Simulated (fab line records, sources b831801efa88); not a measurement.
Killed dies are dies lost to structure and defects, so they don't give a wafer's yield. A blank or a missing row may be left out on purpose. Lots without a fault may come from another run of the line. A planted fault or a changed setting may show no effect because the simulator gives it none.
fab line records | flow sky130
record lots=6 wafers=18 last_day=50
route steps=708 shown FIELD_ISO@17 NWELL@32 DNWELL@35 PWDE@45 SALICIDE@361 PAD_OPEN@708
lots that met no fault: from a run of the same line without faults
start_h: hours from the record's first day to the start of the lot's first wafer shown | wait_h: hours since the lot's step before | " the same as in the row above | L1.1+2: a row that stands for several wafers | - no value, or no start given | * or withheld: withheld | < > ~ a bound
route shown NAME@n: a module of which the file shows steps, and the number in the route of the first | usual: mean/standard deviation of fault-free wafers | same: alike in all rows | chamber/n: place in a boat | sites: the reading at each site | _std_site: their standard deviation | _edge_site: outer sites' mean less inner sites' | radius_mm: how far each site lies from the wafer's centre | mask NAME#n: copy n | behind: the tool/chamber that last shaped the wafer | hold: why the lot was held/for how many hours/how that ended | device: the transistor (n, p or np) that didn't switch | end of line: the same wafers' tests at the end of the route | a step without rows: its recipe alone | killed: dies lost to structure and defects at the first sort, not the wafer's yield | map: a wafer's dies, x killed, . not, _ none there
set.NAME: the setting as run; set.NAME@STEP: as run at that earlier step | model.NAME: the simulator's own value behind a step, which no gauge read
lots at some steps of the route; a table a step, a row a wafer
services: from which hour (start_h, from the record's first day; less than 0 if before it) a tool's chamber was out of use, for how many hours, and why
## steps
# step SKY_FIELD_ISO_STRIP_16
# recipe chemistry=O2/N2 power_w=1400 pressure_mtorr=1500 platen_temp_c=withheld o2_flow_sccm=3000 n2_flow_sccm=300 overash_fraction=0.5
# usual drypump_motor_current_A=5.8/0.39 oes_product_au=0.378/0.005 strip_time_to_endpoint_s=3.56/0.035
# columns lot.wafer tool chamber start_h wait_h drypump_motor_current_A oes_product_au rf_hours_counter_h strip_time_to_endpoint_s
L690.1 plasma_asher-04 0 66.63 0.0 6.0 0.382 38 3.57
L690.3 " 1 " " 5.3 0.377 - 3.59
L690.6 " 1 " " 5.3 0.377 - 3.55
L692.2 plasma_asher-01 1 74.38 0.0 6.2 0.385 39 3.55
L692.3 " 0 " " 5.5 0.377 - 3.57
L692.4 " 1 " " 6.2 0.379 - 3.55
L702.1 plasma_asher-04 0 123.65 0.0 6.1 0.378 44 3.55
L702.2 " 1 " " 5.3 0.376 44 3.52
L702.4 " 1 " " 5.3 0.377 - 3.56
L703.3 plasma_asher-04 0 128.38 0.1 6.0 0.379 - 3.59
L703.5 " 0 " " 6.0 0.378 - 3.61
L703.6 " 1 " " 5.4 0.383 - 3.64
L704.2 plasma_asher-04 1 132.84 0.0 5.4 0.374 45 3.55
L704.4 " 1 " " 5.4 0.378 - 3.49
L704.6 " 1 " " 5.4 0.373 - 3.58
L706.3 plasma_asher-03 1 142.11 0.1 6.1 0.385 - 3.56
L706.5 " 0 " " 6.5 0.374 - 3.55
L706.6 " 1 " " 6.0 0.372 - 3.51
# step SKY_FIELD_ISO_ETCH_17
# recipe target_depth_a=3420 mask_material=Si3N4 chemistry=HBr/Cl2/O2 target=Si taper_deg=5 icp_w=600 bias_w=151.5 pressure_mtorr=15 HBr_flow_sccm=150 Cl2_flow_sccm=40 O2_flow_sccm=6 time_s=97.7
# usual HBr_flow_sccm=150.0/0.42 O2_flow_sccm=6.002/0.018 drypump_motor_current_A=5.8/0.44 he_backside_leak_sccm=2.80/0.21 oes_product_au=0.999/0.01 throttle_valve_pct=25.657/0.012
# columns lot.wafer tool chamber start_h wait_h HBr_flow_sccm O2_flow_sccm drypump_motor_current_A he_backside_leak_sccm oes_product_au rf_hours_counter_h throttle_valve_pct
L690.1 rie_si-01 0 66.73 0.1 149.7 5.988 4.8 2.71 0.999 115 25.657
L690.3 " 1 " " 150.9 6.003 5.6 3.04 0.993 69 25.647
L690.6 " 1 " " 150.7 5.997 5.6 3.09 0.984 - 25.677
L692.2 rie_si-02 2 74.48 0.1 150.1 6.002 6.0 2.68 1.009 56 25.649
L692.3 " 1 " " 149.3 6.011 6.1 3.08 0.985 133 25.645
L692.4 " 3 " " 149.1 5.997 5.5 2.48 1.003 76 25.664
L702.1 rie_si-01 1 123.75 0.1 150.2 5.995 5.6 3.06 0.984 70 25.658
L702.2 " 0 " " 149.6 5.992 4.8 2.68 0.995 115 25.662
L702.4 " 3 " " 150.3 6.024 6.4 2.74 0.985 2 25.655
L703.3 rie_si-02 1 128.44 0.0 150.9 5.978 6.1 3.09 0.981 134 25.670
L703.5 " 0 " " 149.7 5.976 6.0 2.76 1.004 - 25.662
L703.6 " 3 " " 150.4 6.026 5.5 2.67 0.999 - 25.658
L704.2 rie_si-01 0 132.94 0.1 150.5 6.016 4.8 2.72 1.000 115 25.660
L704.4 " 3 " " 150.1 5.992 6.4 2.74 0.997 2 25.667
L704.6 " 1 " " 149.8 6.037 5.6 2.99 0.990 - 25.674
L706.3 rie_si-02 0 142.18 0.0 151.0 5.996 6.1 2.67 1.005 21 25.662
L706.5 " 1 " " 150.0 6.003 6.1 3.09 0.995 - 25.681
L706.6 " 2 " " 149.7 6.012 6.0 2.65 0.996 - 25.647
# step SKY_FIELD_ISO_WET_ETCH_18
# recipe chemistry=H3PO4 target_depth_nm=25 temp_c=160 target=Si3N4 time_s=286
# step SKY_FIELD_ISO_CLEAN_19
# recipe chemistry=SC1/SC2 mix=1:4:20 temp_c=70 time_s=150
# step SKY_FIELD_ISO_CLEAN_20
# recipe chemistry=dHF time_s=20 dilution=100:1
# step SKY_FIELD_ISO_WET_ETCH_21
# recipe chemistry=dHF dilution=100:1 target_depth_nm=20 dry=ipa_marangoni target=SiO2 temp_c=25 time_s=400
# step SKY_FIELD_ISO_OXIDATION_22
# recipe temp_c=950 ambient=O2 stabilise_s=600 purge_s=300 target_thk_a=100 ox_time_s=614.3
# step SKY_FIELD_ISO_THK_MEAS_23
# recipe reads=SiO2_of_FIELD_ISO_OXIDATION_22
# usual FIELD_ISO_OXIDATION_01_THK=10.01/0.15
# columns lot.wafer tool chamber start_h wait_h FIELD_ISO_OXIDATION_01_THK[nm]
L690.1 film_metro-02 - 75.01 0.0 9.84
L690.3 " - " " 10.33
L690.6 " - " " 10.09
L692.2 film_metro-02 - 79.00 0.0 10.14
L692.3 " - " " 10.16
L692.4 " - " " 10.14
L702.1 film_metro-03 - 127.64 0.0 9.87
L702.2 " - " " 9.77
L702.4 " - " " 9.72
L703.3 film_metro-03 - 134.15 0.0 10.12
L703.5 " - " " 10.03
L703.6 " - " " 10.10
L704.2 film_metro-02 - 136.66 0.0 10.25
L704.4 " - " " 10.11
L704.6 " - " " 10.19
L706.3 film_metro-02 - 144.42 0.0 9.94
L706.5 " - " " 9.89
L706.6 " - " " 9.96
# step SKY_FIELD_ISO_CVD_24
# recipe material=SiO2 target_thk_nm=595 temp_c=650 sigma_open_frac=0.3 time_s=99.2 sih4_flow_sccm=60 pressure_mtorr=6
# step SKY_FIELD_ISO_THK_MEAS_25
# recipe reads=SiO2_of_FIELD_ISO_CVD_24
# usual FIELD_ISO_CVD_24_THK=595/7.6
# columns lot.wafer tool chamber start_h wait_h FIELD_ISO_CVD_24_THK[nm]
L690.1 film_metro-02 - 75.21 0.0 604
L690.3 " - " " 585
L690.6 " - " " 597
L692.2 film_metro-02 - 79.13 0.0 591
L692.3 " - " " 588
L692.4 " - " " 587
L702.1 film_metro-01 - 127.77 0.0 591
L702.2 " - " " 593
L702.4 " - " " 595
L703.3 film_metro-02 - 134.28 0.1 591
L703.5 " - " " 600
L703.6 " - " " 579
L704.2 film_metro-01 - 136.79 0.0 586
L704.4 " - " " 597
L704.6 " - " " 603
L706.3 film_metro-01 - 144.55 0.1 597
L706.5 " - " " 599
L706.6 " - " " 604
# step SKY_FIELD_ISO_ANNEAL_26
# recipe temp_c=1000 time_s=1800 ambient=N2
# step SKY_FIELD_ISO_CMP_27
# recipe stop_on=Si3N4 t_overpolish_s=16 down_force_psi=4 platen_rpm=60 target_thk_nm=457.8 pad_velocity_m_s=0.94248
# usual motor_current_A=12.0/1 overpolish_run_s=16.001/0.0088 time_to_endpoint_s=112/5.1
# columns lot.wafer tool chamber start_h wait_h motor_current_A overpolish_run_s time_to_endpoint_s
L690.1 cmp-02 1 82.59 0.6 12.3 16.002 120
L690.3 " 0 " " 10.9 16.008 107
L690.6 " 1 " " 11.9 16.006 117
L692.3 cmp-02 1 82.89 0.9 11.3 15.983 116
L692.2 " 2 " " 12.1 15.977 108
L692.4 " 3 " " 13.1 16.007 105
L702.2 cmp-02 0 133.13 0.0 11.0 16.003 112
L702.1 " 1 " " 11.9 16.011 122
L702.4 " 2 " " 12.2 15.999 110
L704.2 cmp-01 3 139.22 0.1 12.3 15.999 111
L704.4 " 1 " " 12.4 15.987 105
L704.6 " 2 " " 10.8 15.992 119
L703.3 cmp-02 1 139.32 0.1 12.2 15.996 121
L703.5 " 2 " " 12.2 16.007 112
L703.6 " 3 " " 12.3 16.006 111
L706.3 cmp-01 0 146.19 0.1 11.6 16.004 111
L706.5 " 2 " " 10.5 15.985 115
L706.6 " 3 " " 13.6 15.983 114
# step SKY_FIELD_ISO_WET_ETCH_28
# recipe chemistry=dHF target_depth_nm=23.7 target=SiO2 dilution=10:1 temp_c=25 time_s=47
# usual bath_heat_duty_pct=6.2/0.86 run_length_s=75/3
# columns lot.wafer tool chamber start_h wait_h bath_heat_duty_pct run_length_s model.SiO2_of_FIELD_ISO_CVD_24.thk_nm
L690.1 wet_bench-02 3 82.89 0.2 5.0 74 435.6
L690.3 " 3 " " 5.1 74 433.7
L690.6 " 3 " " 5.4 74 435.8
L692.2 wet_bench-04 0 83.19 0.2 6.1 73 432
L692.3 " 0 " " 6.5 73 434.1
L692.4 " 0 " " 5.9 73 434
L702.1 wet_bench-01 0 133.43 0.2 - - 459.6
L702.2 " 0 " " - - 456.8
L702.4 " 0 " " - - 456.9
L703.3 wet_bench-04 1 139.47 0.1 - - 460
L703.5 " 1 " " - - 457.8
L703.6 " 1 " " - - 456.9
L704.2 wet_bench-04 1 139.47 0.2 6.7 78 435
L704.4 " 1 " " 5.7 78 432.4
L704.6 " 1 " " 6.8 78 435.2
L706.3 wet_bench-02 0 146.39 0.1 6.0 79 435.4
L706.5 " 0 " " 5.3 79 436
L706.6 " 0 " " 5.9 79 434.9
# step SKY_FIELD_ISO_WET_ETCH_29
# recipe chemistry=H3PO4 target_depth_nm=160 target=Si3N4 temp_c=160 time_s=1825
# step SKY_FIELD_ISO_WET_ETCH_30
# recipe chemistry=dHF target_depth_nm=25 target=SiO2 dilution=10:1 temp_c=25 time_s=50
# step SKY_NWELL_CLEAN_00
# recipe chemistry=SC1/SC2 mix=1:4:20 temp_c=70 time_s=150 dry=n2_spin
# step SKY_NWELL_OXIDATION_01
# recipe temp_c=900 ambient=O2 stabilise_s=600 purge_s=300 target_thk_a=100 ox_time_s=1418
# step SKY_NWELL_THK_MEAS_02
# recipe reads=SiO2_of_NWELL_OXIDATION_01
# usual NWELL_OXIDATION_THK=10.18/0.2
# columns lot.wafer tool chamber start_h wait_h NWELL_OXIDATION_THK[nm]
L690.1 film_metro-02 - 90.21 0.0 10.54
L690.3 " - " " 10.68
L690.6 " - " " 10.47
L692.2 film_metro-04 - 90.22 0.0 10.30
L692.3 " - " " 10.09
L692.4 " - " " 10.14
L702.1 film_metro-04 - 138.04 0.0 10.06
L702.2 " - " " 10.17
L702.4 " - " " 10.02
L704.2 film_metro-04 - 143.24 0.0 10.02
L704.4 " - " " 10.11
L704.6 " - " " 9.99
L703.3 film_metro-02 - 143.25 0.0 9.91
L703.5 " - " " 9.82
L703.6 " - " " 9.90
L706.3 film_metro-04 - 149.59 0.0 10.23
L706.5 " - " " 10.27
L706.6 " - " " 10.18
# step SKY_DNWELL_DEHYDRATE_00
# recipe temp_c=200 time_s=60
# step SKY_DNWELL_HMDS_01
# recipe prime_time_s=60 prime_temp_c=120
# step SKY_DNWELL_COAT_02
# recipe spin_rpm=2000 resist_thk_nm=3000
# step SKY_DNWELL_SOFTBAKE_03
# recipe temp_c=110 time_s=withheld
# step SKY_DNWELL_EXPOSE_04
# recipe mask_id=DNM na=0.57 target_cd_nm=3000 dose_mj=222
# step SKY_DNWELL_PEB_05
# recipe temp_c=115 time_s=withheld
# step SKY_DNWELL_DEVELOP_06
# recipe wall_angle_deg=90 developer=TMAH develop_time_s=60 dev_temp_c=23
# step SKY_DNWELL_IMPLANT_07
# recipe species=P energy_kev=withheld dose_cm2=withheld tilt_deg=withheld
# step SKY_DNWELL_STRIP_08
# recipe chemistry=O2/N2 power_w=1400 pressure_mtorr=1500 platen_temp_c=withheld o2_flow_sccm=3000 n2_flow_sccm=300 overash_fraction=0.5
# usual drypump_motor_current_A=6.0/0.37 oes_product_au=0.722/0.0047 strip_time_to_endpoint_s=36.92/0.11
# columns lot.wafer tool chamber start_h wait_h drypump_motor_current_A oes_product_au rf_hours_counter_h strip_time_to_endpoint_s
L690.1 plasma_asher-02 1 106.31 0.1 5.6 0.735 43 36.97
L690.3 " 1 " " 5.6 0.725 - 36.83
L690.6 " 0 " " 5.6 0.717 - 36.94
L692.2 plasma_asher-03 0 106.66 0.1 6.5 0.719 29 36.74
L692.3 " 1 " " 6.0 0.718 - 36.69
L692.4 " 0 " " 6.5 0.718 - 36.63
L702.1 plasma_asher-03 1 157.18 0.1 6.1 0.729 35 36.91
L702.2 " 0 " " 6.4 0.721 35 36.93
L702.4 " 0 " " 6.5 0.717 - 36.93
L704.2 plasma_asher-02 1 162.16 0.1 5.6 0.725 47 37.00
L704.4 " 0 " " 5.6 0.728 - 36.99
L704.6 " 1 " " 5.6 0.715 - 37.00
L703.3 plasma_asher-03 1 162.77 0.1 6.0 0.721 - 36.96
L703.5 " 0 " " 6.5 0.727 - 37.03
L703.6 " 1 " " 6.0 0.714 - 37.03
L706.3 plasma_asher-01 0 169.04 0.1 5.5 0.717 - 37.09
L706.5 " 0 " " 5.5 0.733 - 36.99
L706.6 " 1 " " 6.2 0.723 - 37.00
# step SKY_DNWELL_TW_MEAS_09
# usual DNWELL_TW=1120/6.7
# columns lot.wafer tool chamber start_h wait_h DNWELL_TW
L690.1 film_metro-01 - 106.41 0.1 1118
L690.3 " - " " 1121
L690.6 " - " " 1113
L692.2 film_metro-04 - 106.77 0.1 1114
L692.3 " - " " 1115
L692.4 " - " " 1115
L702.1 film_metro-04 - 157.28 0.1 1122
L702.2 " - " " 1122
L702.4 " - " " 1124
L704.2 film_metro-02 - 162.27 0.1 1122
L704.4 " - " " 1122
L704.6 " - " " 1120
L703.3 film_metro-04 - 162.85 0.1 1106
L703.5 " - " " 1113
L703.6 " - " " 1113
L706.3 film_metro-04 - 169.13 0.1 1126
L706.5 " - " " 1127
L706.6 " - " " 1128
# step SKY_PWDE_DEHYDRATE_00
# recipe temp_c=200 time_s=60
# step SKY_PWDE_HMDS_01
# recipe prime_time_s=60 prime_temp_c=120
# step SKY_PWDE_COAT_02
# recipe spin_rpm=2000 resist_thk_nm=3000
# step SKY_PWDE_SOFTBAKE_03
# recipe temp_c=110 time_s=withheld
# step SKY_PWDE_EXPOSE_04
# recipe mask_id=PWDEM na=0.6 source_shape=conventional sigma_outer=0.6 polarization=unpolarized target_cd_nm=840 dose_mj=218.2
# step SKY_PWDE_PEB_05
# recipe temp_c=115 time_s=withheld
# step SKY_PWDE_DEVELOP_06
# recipe wall_angle_deg=90 developer=TMAH develop_time_s=60 dev_temp_c=23
# step SKY_PWDE_OVL_MEAS_07
# usual PWDE_OVL=-0.6/1.6
# columns lot.wafer tool chamber start_h wait_h PWDE_OVL[nm]
L690.1 overlay-02 - 124.58 - -2.3
L690.3 " - " " -1.9
L690.6 " - " " -1.5
L692.2 overlay-01 - 124.97 - -2.1
L692.3 " - " " -1.6
L692.4 " - " " -2.0
L702.1 overlay-01 - 177.31 - 0.8
L702.2 " - " " 2.1
L702.4 " - " " 0.8
L704.2 overlay-01 - 182.58 - 0.3
L704.4 " - " " -3.3
L704.6 " - " " -0.7
L703.3 overlay-02 - 183.07 - -0.1
L703.5 " - " " 1.0
L703.6 " - " " 1.2
L706.3 overlay-02 - 190.24 - -1.3
L706.5 " - " " 0.2
L706.6 " - " " -2.8
# step SKY_PWDE_IMPLANT_08
# recipe species=B energy_kev=150 dose_cm2=3.6e+12 tilt_deg=withheld
# step SKY_PWDE_STRIP_09
# recipe chemistry=O2/N2 power_w=1400 pressure_mtorr=1500 platen_temp_c=withheld o2_flow_sccm=3000 n2_flow_sccm=300 overash_fraction=0.5
# usual drypump_motor_current_A=5.9/0.39 oes_product_au=0.722/0.0049 strip_time_to_endpoint_s=36.94/0.1
# columns lot.wafer tool chamber start_h wait_h drypump_motor_current_A oes_product_au rf_hours_counter_h strip_time_to_endpoint_s
L690.1 plasma_asher-04 1 124.76 0.1 5.4 0.722 44 37.01
L690.3 " 1 " " 5.4 0.720 - 36.93
L690.6 " 0 " " 6.0 0.723 - 37.00
L692.2 plasma_asher-04 0 125.15 0.1 6.1 0.718 44 36.96
L692.3 " 1 " " 5.4 0.725 - 37.02
L692.4 " 0 " " 6.1 0.723 - 36.98
L702.1 plasma_asher-02 0 177.49 0.1 5.5 0.729 48 37.01
L702.2 " 1 " " 5.5 0.722 48 36.95
L702.4 " 0 " " 5.6 0.715 - 36.99
L704.2 plasma_asher-02 1 182.76 0.1 5.6 0.720 49 37.11
L704.4 " 1 " " 5.6 0.722 - 37.12
L704.6 " 1 " " 5.6 0.726 - 37.16
L703.3 plasma_asher-03 0 183.28 0.1 6.5 0.719 - 37.01
L703.5 " 0 " " 6.5 0.708 - 36.88
L703.6 " 1 " " 6.1 0.724 - 36.89
L706.3 plasma_asher-02 0 190.45 0.1 5.6 0.725 - 36.92
L706.5 " 0 " " 5.6 0.726 - 36.93
L706.6 " 1 " " 5.6 0.732 - 36.97
# step SKY_PWDE_TW_MEAS_10
# usual PWDE_TW=376.7/2.4
# columns lot.wafer tool chamber start_h wait_h PWDE_TW
L690.1 film_metro-01 - 124.86 0.1 380.8
L690.3 " - " " 376.4
L690.6 " - " " 378.0
L692.2 film_metro-01 - 125.26 0.1 378.3
L692.3 " - " " 376.7
L692.4 " - " " 377.5
L702.1 film_metro-01 - 177.59 0.1 372.3
L702.2 " - " " 374.5
L702.4 " - " " 374.1
L704.2 film_metro-02 - 182.87 0.1 378.9
L704.4 " - " " 379.9
L704.6 " - " " 380.8
L703.3 film_metro-04 - 183.36 0.1 375.4
L703.5 " - " " 374.7
L703.6 " - " " 377.3
L706.3 film_metro-01 - 190.53 0.1 375.6
L706.5 " - " " 375.7
L706.6 " - " " 377.1
# step SKY_NWELL_DEHYDRATE_03
# recipe temp_c=200 time_s=60
# step SKY_NWELL_HMDS_04
# recipe prime_time_s=60 prime_temp_c=120
# step SKY_NWELL_COAT_05
# recipe spin_rpm=2000 resist_thk_nm=3000
# step SKY_SALICIDE_CLEAN_00
# recipe chemistry=HF-last time_s=30 dilution=100:1 dry=ipa_marangoni
# columns lot.wafer tool chamber start_h wait_h model.SiO2_of_FIELD_ISO_CVD_24.thk_nm
L690.1+6 wet_bench-04 1 725.41 0.1 360.6
L690.3 " 1 " " 358.6
L692.2 wet_bench-04 3 727.08 0.1 357.1
L692.3+4 " 3 " " 359
L702.1 wet_bench-04 1 797.73 0.1 384.6
L702.2 " 1 " " 382
L702.4 " 1 " " 382.1
L704.2 wet_bench-03 2 801.17 0.1 359.5
L704.4 " 2 " " 357
L704.6 " 2 " " 359.7
L703.3 wet_bench-04 1 803.33 0.1 384.5
L703.5 " 1 " " 382.6
L703.6 " 1 " " 381.4
L706.3 wet_bench-03 2 816.97 0.1 360.3
L706.5 " 2 " " 360.9
L706.6 " 2 " " 360
# step SKY_PAD_OPEN_PROBE_99
# usual killed_at_M0_to_M3=44/6.8 killed_at_M4_up=3.1/1.8 killed_at_contacts=25/5.2 killed_at_front_end=15/4.1 killed_at_other=0.3/0.62 killed_dies=88/9.4 killed_open=48/7.1 killed_short=40/6.1
# same gross_dies=492 killed_at_back_side=0
# columns lot.wafer tool chamber start_h wait_h killed_at_M0_to_M3 killed_at_M4_up killed_at_contacts killed_at_front_end killed_at_other killed_dies killed_open killed_short model.etest.res_p_drift_20v.line_ohm_um model.etest.res_p_drift_20v.rs_ohm_sq model.etest.pfet_16v.r_on_ohm_um model.etest.res_iso_pwell.rs_ohm_sq model.etest.res_iso_pwell.line_ohm_um model.etest.res_nwell.line_ohm_um model.etest.res_nwell.rs_ohm_sq model.etest.pfet_16v.drive_ua_um
L690.1 prober-02 - 1130.83 0.1 47 3 23 8 0 81 45 36 1.258e+04 1.038e+04 1.556e+04 3227 1221 1106 912.5 241.2
L690.3 prober-02 - 1130.93 0.2 49 1 27 13 0 90 58 32 1.15e+04 9673 1.495e+04 2928 1096 1062 880.1 244.1
L690.6 prober-02 - 1131.08 0.2 46 2 33 10 3 94 50 44 1.198e+04 9880 1.524e+04 3059 1162 1088 893.9 244.3
L692.2 prober-01 - 1132.38 0.1 66 3 17 17 1 104 59 45 1.128e+04 9582 1.549e+04 3406 1276 1095 925.5 242.1
L692.3 prober-01 - 1132.43 0.2 49 6 20 23 0 98 49 49 1.105e+04 9275 1.517e+04 3209 1213 1074 912.6 245.9
L692.4 prober-01 - 1132.48 0.2 43 5 21 21 0 90 48 42 1.144e+04 9579 1.551e+04 3430 1308 1107 934 242.8
L702.1 prober-02 - 1183.33 0.1 52 3 19 14 1 89 38 51 1.332e+04 1.127e+04 1.628e+04 3510 1330 1236 1029 230.4
L702.2 prober-02 - 1183.38 0.1 41 4 33 11 1 90 50 40 1.4e+04 1.208e+04 1.67e+04 3814 1440 1244 1064 223.9
L702.4 prober-02 - 1183.48 0.2 43 3 20 13 0 79 44 35 1.341e+04 1.119e+04 1.611e+04 3523 1309 1219 1026 232.8
L704.2 prober-01 - 1185.43 0.1 57 2 21 19 0 99 45 54 1.142e+04 9654 1.525e+04 3080 1174 1061 893.4 241.8
L704.4 prober-01 - 1185.53 0.2 29 3 28 11 2 73 48 25 1.091e+04 9223 1.476e+04 2916 1107 1032 870.1 250.2
L704.6 prober-01 - 1185.63 0.2 42 3 32 10 0 87 52 35 1.067e+04 8998 1.482e+04 2823 1085 1021 861.1 249
L703.3 prober-02 - 1186.08 0.2 40 3 20 15 0 78 37 40 1.218e+04 1.038e+04 1.633e+04 3567 1339 1244 1045 232
L703.5 prober-02 - 1186.18 0.2 36 6 17 22 0 81 38 43 1.291e+04 1.096e+04 1.679e+04 3848 1456 1272 1069 225.3
L703.6 prober-02 - 1186.23 0.2 49 3 20 15 0 87 52 35 1.256e+04 1.069e+04 1.659e+04 3702 1396 1270 1058 226.6
L706.3 prober-01 - 1198.74 0.2 45 2 22 14 0 83 44 39 1.16e+04 9739 1.577e+04 3294 1261 1142 967.9 233.8
L706.5 prober-01 - 1198.84 0.2 37 2 28 13 0 80 38 41 1.13e+04 9385 1.566e+04 3146 1206 1121 940.4 236.5
L706.6 prober-01 - 1198.89 0.2 37 3 32 18 0 90 39 50 1.149e+04 9663 1.586e+04 3264 1235 1138 960.4 233
# killed by level:class
L690.1 VIA1:geometric_particle:open=16 LI_CONTACT:geometric_particle:open=7 CONTACT:geometric_particle:open=7 METAL2:geometric_particle:short=7 VIA2:geometric_particle:open=7 VIA1:geometric_particle:short=5 CONTACT:geometric_particle:short=4 VIA3:geometric_particle:open=4
L690.3 VIA1:geometric_particle:open=15 CONTACT:geometric_particle:open=13 VIA2:geometric_particle:open=12 VIA1:geometric_particle:short=7 CONTACT:geometric_particle:short=6 LI_CONTACT:geometric_particle:open=5 FIELD_ISO:geometric_particle:open=4 METAL1:geometric_particle:short=4
L690.6 CONTACT:geometric_particle:open=10 VIA1:geometric_particle:open=10 VIA2:geometric_particle:open=9 CONTACT:geometric_particle:short=9 METAL2:geometric_particle:short=7 LI_CONTACT:geometric_particle:open=6 METAL1:geometric_particle:short=5 VIA1:geometric_particle:short=5
L692.2 VIA1:geometric_particle:open=17 METAL1:geometric_particle:short=10 VIA3:geometric_particle:open=9 VIA2:geometric_particle:open=7 CONTACT:geometric_particle:open=6 POLY_GATE:geometric_particle:short=4 METAL2:geometric_particle:open=4 CONTACT:geometric_particle:short=4
L692.3 VIA1:geometric_particle:open=11 FIELD_ISO:geometric_particle:short=9 VIA3:geometric_particle:open=8 CONTACT:geometric_particle:open=7 METAL1:geometric_particle:short=7 VIA2:geometric_particle:open=6 VIA2:geometric_particle:short=6 FIELD_ISO:geometric_particle:open=5
L692.4 VIA1:geometric_particle:open=12 CONTACT:geometric_particle:open=8 VIA1:geometric_particle:short=6 VIA2:geometric_particle:open=6 POLY_GATE:geometric_particle:short=5 FIELD_ISO:geometric_particle:open=4 LI_CONTACT:geometric_particle:open=4 LOCAL_INTERCONNECT:geometric_particle:short=4
L702.1 VIA2:geometric_particle:short=10 VIA2:geometric_particle:open=10 METAL1:geometric_particle:short=7 VIA1:geometric_particle:open=7 VIA3:geometric_particle:open=6 LOCAL_INTERCONNECT:geometric_particle:short=5 CONTACT:geometric_particle:short=5 POLY_GATE:geometric_particle:short=4
L702.2 VIA1:geometric_particle:open=13 CONTACT:geometric_particle:open=8 LI_CONTACT:geometric_particle:open=8 VIA1:geometric_particle:short=7 LOCAL_INTERCONNECT:geometric_particle:short=6 VIA2:geometric_particle:open=6 CONTACT:geometric_particle:short=5 LI_CONTACT:geometric_particle:short=4
L702.4 VIA1:geometric_particle:open=11 LOCAL_INTERCONNECT:geometric_particle:short=7 LI_CONTACT:geometric_particle:open=6 METAL2:geometric_particle:short=6 VIA2:geometric_particle:open=6 VIA3:geometric_particle:open=5 CONTACT:geometric_particle:open=4 FIELD_ISO:geometric_particle:open=3
L704.2 VIA2:geometric_particle:open=10 FIELD_ISO:geometric_particle:short=9 CONTACT:geometric_particle:open=8 METAL2:geometric_particle:short=8 VIA1:geometric_particle:open=7 FIELD_ISO:geometric_particle:open=6 VIA1:geometric_particle:short=6 VIA3:geometric_particle:open=6
L704.4 CONTACT:geometric_particle:open=11 LI_CONTACT:geometric_particle:open=10 VIA1:geometric_particle:open=10 VIA3:geometric_particle:open=5 FIELD_ISO:geometric_particle:open=3 LOCAL_INTERCONNECT:geometric_particle:short=3 VIA2:geometric_particle:open=3 FIELD_ISO:geometric_particle:short=2
L704.6 CONTACT:geometric_particle:open=13 LI_CONTACT:geometric_particle:open=8 VIA1:geometric_particle:open=8 VIA3:geometric_particle:open=7 VIA2:geometric_particle:short=6 CONTACT:geometric_particle:short=5 METAL3:geometric_particle:short=5 VIA2:geometric_particle:open=4
L703.3 VIA1:geometric_particle:open=9 LOCAL_INTERCONNECT:geometric_particle:short=6 METAL2:geometric_particle:short=5 SPACER:geometric_particle:short=5 CONTACT:geometric_particle:open=5 VIA1:geometric_particle:short=5 VIA3:geometric_particle:short=5 LI_CONTACT:geometric_particle:open=4
L703.5 FIELD_ISO:geometric_particle:open=9 VIA3:geometric_particle:open=9 CONTACT:geometric_particle:open=6 METAL1:geometric_particle:short=6 FIELD_ISO:geometric_particle:short=5 LOCAL_INTERCONNECT:geometric_particle:short=5 METAL4:geometric_particle:short=5 VIA1:geometric_particle:short=4
L703.6 VIA1:geometric_particle:open=12 VIA2:geometric_particle:open=9 METAL1:geometric_particle:short=8 CONTACT:geometric_particle:open=7 LI_CONTACT:geometric_particle:open=5 METAL2:geometric_particle:short=5 VIA3:geometric_particle:open=5 FIELD_ISO:geometric_particle:open=4
L706.3 CONTACT:geometric_particle:open=7 METAL2:geometric_particle:short=7 FIELD_ISO:geometric_particle:open=6 LI_CONTACT:geometric_particle:open=6 METAL1:geometric_particle:short=6 VIA1:geometric_particle:open=6 VIA3:geometric_particle:open=6 VIA2:geometric_particle:open=6
L706.5 CONTACT:geometric_particle:open=9 METAL1:geometric_particle:short=8 LI_CONTACT:geometric_particle:open=7 CONTACT:geometric_particle:short=6 VIA1:geometric_particle:open=6 VIA2:geometric_particle:open=6 VIA3:geometric_particle:open=5 VIA1:geometric_particle:short=5
L706.6 LOCAL_INTERCONNECT:geometric_particle:short=8 CONTACT:geometric_particle:short=8 METAL2:geometric_particle:short=7 CONTACT:geometric_particle:open=7 VIA2:geometric_particle:open=7 FIELD_ISO:geometric_particle:open=5 VIA1:geometric_particle:open=5 VIA3:geometric_particle:open=5
## services
# columns tool chamber start_h hours kind
plasma_asher-04 - 59.15 2.8 pm
plasma_asher-04 - 62.91 2.1 repair
cmp-02 - 99.30 2.2 repair
cmp-02 - 109.19 2.0 repair
plasma_asher-02 - 122.74 14.6 pm
cmp-02 - 134.92 4.2 repair
plasma_asher-04 - 158.49 7.1 repair
plasma_asher-04 - 165.04 4.0 repair
cmp-02 - 189.03 0.5 repair
plasma_asher-03 - 199.98 0.7 repair
plasma_asher-02 - 205.67 11.1 repair
plasma_asher-03 - 212.78 2.8 pm
cmp-02 - 232.22 4.0 pm
plasma_asher-02 - 239.21 16.2 repair
plasma_asher-03 - 247.36 3.9 repair
cmp-02 - 256.70 5.8 pm
plasma_asher-02 - 421.25 9.0 pm
plasma_asher-04 - 423.73 0.3 repair
plasma_asher-03 - 465.74 1.2 repair
plasma_asher-03 - 561.76 9.4 repair
plasma_asher-02 - 722.65 2.8 pm
plasma_asher-04 - 733.75 9.0 pm
plasma_asher-03 - 759.75 3.0 repair
plasma_asher-03 - 786.92 8.3 repair
## key
first_sign step=SKY_FIELD_ISO_WET_ETCH_28 reading=tool_record direction=missing
effect none on later readings
model_effect step=SKY_FIELD_ISO_WET_ETCH_28 value=SiO2_of_FIELD_ISO_CVD_24.thk_nm without=434.1 struck=458
model_effect step=SKY_SALICIDE_CLEAN_00 value=SiO2_of_FIELD_ISO_CVD_24.thk_nm without=359 struck=382.9
model_effect step=SKY_PAD_OPEN_PROBE_99 value=etest.res_p_drift_20v.line_ohm_um without=1.103e+04 struck=1.306e+04
met_at SKY_FIELD_ISO_WET_ETCH_28
struck_wafers L702.1,L702.2,L702.4,L703.3,L703.5,L703.6
tester_left_out L702,L703
onset_between 83.19 133.43
fault kind=skipped_step_whole tool=wet_bench-01,wet_bench-04 chamber=- onset_h=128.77 steps=SKY_FIELD_ISO_WET_ETCH_28 scope=struck_lots_only
# tester_left_out: of these lots the tester's yield and bins aren't shown, on N5 and GAA mostly nor the transistor test; their killed dies are dies lost to structure and defects alone, not to doping, threshold or leakage, so they don't give the yield
